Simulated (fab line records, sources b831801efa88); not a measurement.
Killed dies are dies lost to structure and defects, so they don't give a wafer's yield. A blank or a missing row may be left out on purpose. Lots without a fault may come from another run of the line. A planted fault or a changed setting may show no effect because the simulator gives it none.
A struck lot beside a sound one | flow sky130 | 34 steps out of a route of 708
Sound: wafers L564.3, L564.4, L564.5. Struck: wafer L575.1. (L575.3, L575.4 of the same lot were not struck and are left out.) The cause comes at the end.
At each step with rows: each side's tool, then ch and its chambers, then its first start. Under that, the readings that differ: sound wafers | struck wafers | difference of the means | sigmas: that difference in standard deviations of wafers without a fault.
alike: readings whose means differ by less than 2 such deviations, and words and numbers that are the same on both sides. not compared: withheld readings, readings that some wafer has no value for, bounds like >300 that may hide the same value, and numbers for which the record gives no deviation and whose values overlap.
The two part at a step that has a row with sigmas, a row that says differs or no value, or rows on one side only. Numbers that don't overlap but have no deviation are shown without sigmas and don't part them. A reading that every wafer of one side lacks parts them only if that side has two wafers or more.

first, 2 steps without rows for these wafers: SKY_CONTACT_ETCH_16 (etches BARC in N2/H2, stops on SiO2, time 45.9 s, target depth 60 nm); SKY_CONTACT_ETCH_17 (etches SiO2 in C4F8/O2/Ar, stops on Si3N4, target depth 340 nm).
SKY_CONTACT_ETCH_18: etches Si3N4 in CHF3/O2, stops on TiN, time 39 s, target depth 75 nm.
  sound on rie_diel-01 ch 0,3; struck on rie_diel-04 ch 1
  alike: drypump_motor_current_A, oes_product_au, throttle_valve_pct
  not compared: rf_hours_counter_h
SKY_CONTACT_STRIP_19: strips in O2/N2.
  sound on plasma_asher-02 ch 0,1, day 31 15:29; struck on plasma_asher-03 ch 0, day 35 07:02
  reading                | sound | struck | difference                   | sigmas
  rf_hours_counter_h (h) | - - - | 39     | no value on the sound wafers |
  alike: drypump_motor_current_A, oes_product_au, strip_time_to_endpoint_s
then, 3 steps without rows for these wafers: SKY_CONTACT_STRIP_20 (strips in post etch residue remover, time 1200 s); SKY_CONTACT_CLEAN_21 (cleans in IPA, time 180 s); SKY_CONTACT_CLEAN_22 (cleans in O3/DIW).
SKY_CONTACT_SPUTTER_23: material TiN, target thk 20 nm, time 80 s.
  sound on pvd_sputter-02, day 31 16:07; struck on pvd_sputter-03, day 35 07:39
  reading                | sound          | struck | difference | sigmas
  throttle_valve_pct (%) | 31.8 32.2 32.0 | 29.4   | -2.6       | -2
then, 1 step without rows for these wafers: SKY_CONTACT_CVD_24 (deposits W, target thk 340 nm, time 102.12 s).
SKY_CONTACT_RS_MEAS_25: measures by four-point-probe.
  sound on film_metro-01, day 31 16:20; struck on film_metro-04, day 35 07:49
  alike: CONTACT_W_RS
SKY_CONTACT_THK_MEAS_26: measures by xrf.
  sound on film_metro-01, day 31 16:26; struck on film_metro-04, day 35 07:56
  alike: CONTACT_W_THK
SKY_CONTACT_CMP_27: polishes, stops on SiO2, t overpolish 15 s, target thk 0 nm.
  sound on cmp-02 ch 0,1,3, day 31 16:34; struck on cmp-02 ch 1, day 35 08:03
  alike: motor_current_A, overpolish_run_s, platen_rpm, time_to_endpoint_s
SKY_METAL1_SPUTTER_00: material Ti, target thk 15 nm, time 10 s.
  sound on pvd_sputter-01, day 31 16:46; struck on pvd_sputter-02, day 35 08:18
  reading                                   | sound            | struck | difference | sigmas
  throttle_valve_pct (%)                    | 28.5 29.4 28.4   | 31.4   | +2.6       | +3
  model.Ti_of_METAL1_SPUTTER_00.thk_nm (nm) | 15.31 15.4 15.37 | 21.48  | +6.12      |
then, 4 steps without rows for these wafers: SKY_METAL1_SPUTTER_01 (material TiN, target thk 20 nm, time 16.7 s); SKY_METAL1_SPUTTER_02 (material AlCu, target thk 250 nm, time 13.3 s); SKY_METAL1_SPUTTER_03 (material Ti, target thk 5 nm, time 3.3 s); SKY_METAL1_SPUTTER_04 (material TiN, target thk 70 nm, time 58.3 s).
SKY_METAL1_RS_MEAS_05: measures by four-point-probe.
  sound on film_metro-04, day 31 16:57; struck on film_metro-02, day 35 08:26
  alike: METAL1_ALCU_RS
SKY_METAL1_THK_MEAS_06: measures by xrf.
  sound on film_metro-04, day 31 17:03; struck on film_metro-02, day 35 08:34
  alike: METAL1_ALCU_THK
then, 8 steps without rows for these wafers: SKY_METAL1_DEHYDRATE_07 (time 60 s); SKY_METAL1_HMDS_08 (prime time 60 s); SKY_METAL1_COAT_09 (resist thk 60 nm); SKY_METAL1_COAT_10 (resist thk 450 nm); SKY_METAL1_SOFTBAKE_11 (time 90 s); SKY_METAL1_EXPOSE_12 (exposes mask MM1, target cd 140 nm); SKY_METAL1_PEB_13; SKY_METAL1_DEVELOP_14 (develop time 60 s).
SKY_METAL1_CD_MEAS_15: target cd 140 nm.
  sound on cd_sem-02, day 32 20:23; struck on cd_sem-02, day 36 09:57
  alike: cd_nm
SKY_METAL1_OVL_MEAS_16:
  sound on overlay-02, day 32 20:28; struck on overlay-02, day 36 10:04
  alike: METAL1_OVL
then, 2 steps without rows for these wafers: SKY_METAL1_DESCUM_17 (chemistry O2, time 8 s); SKY_METAL1_ETCH_18 (etches BARC in N2/H2, stops on SiO2, time 45.9 s, target depth 60 nm).
SKY_METAL1_METAL_ETCH_19: etches the open film in Cl2/BCl3, stops on SiO2, target depth 360 nm, time 78 s.
  sound on rie_metal-01 ch 0,1, day 32 20:37; struck on rie_metal-01 ch 0, day 36 10:12
  reading                | sound             | struck | difference                   | sigmas
  oes_product_au (a.u.)  | 0.864 0.853 0.862 | 0.831  | -0.029                       | -6
  rf_hours_counter_h (h) | - - -             | 5      | no value on the sound wafers |
  alike: drypump_motor_current_A, mfc_cl2_sccm, throttle_valve_pct
SKY_METAL1_STRIP_20: strips in O2/N2.
  sound on plasma_asher-02 ch 0,1, day 32 20:43; struck on plasma_asher-02 ch 0, day 36 10:17
  reading                | sound             | struck | difference                   | sigmas
  oes_product_au (a.u.)  | 0.333 0.343 0.337 | 0.351  | +0.013                       | +3
  rf_hours_counter_h (h) | - - -             | 68     | no value on the sound wafers |
  alike: drypump_motor_current_A, strip_time_to_endpoint_s
-- the record jumps here: 12 days lie between the struck wafers' starts before and after (it left off in module METAL1 and takes up again in module PAD_OPEN, whose first step shown is number 708 of the route) --
SKY_PAD_OPEN_PROBE_99:
  sound on prober-01, day 45 20:07; struck on prober-01, day 48 15:58
  reading               | sound       | struck | difference | sigmas
  killed_at_front_end   | 19 8 10     | 26     | +14        | +3
  sort_bin_6_memory (%) | 4.5 5.1 6.1 | 8.3    | +3.1       | +3
  alike: defect_limited_yield, killed_at_M0_to_M3, killed_at_M4_up, killed_at_contacts, killed_at_other, killed_dies, killed_open, killed_short, sort_bin_3_pad_short, sort_bin_5_function, sort_n_pass, sort_yield_pct

WHERE THEY PART
First at SKY_CONTACT_STRIP_19; last, within this record, at SKY_PAD_OPEN_PROBE_99.

WHY: what the simulator had put in
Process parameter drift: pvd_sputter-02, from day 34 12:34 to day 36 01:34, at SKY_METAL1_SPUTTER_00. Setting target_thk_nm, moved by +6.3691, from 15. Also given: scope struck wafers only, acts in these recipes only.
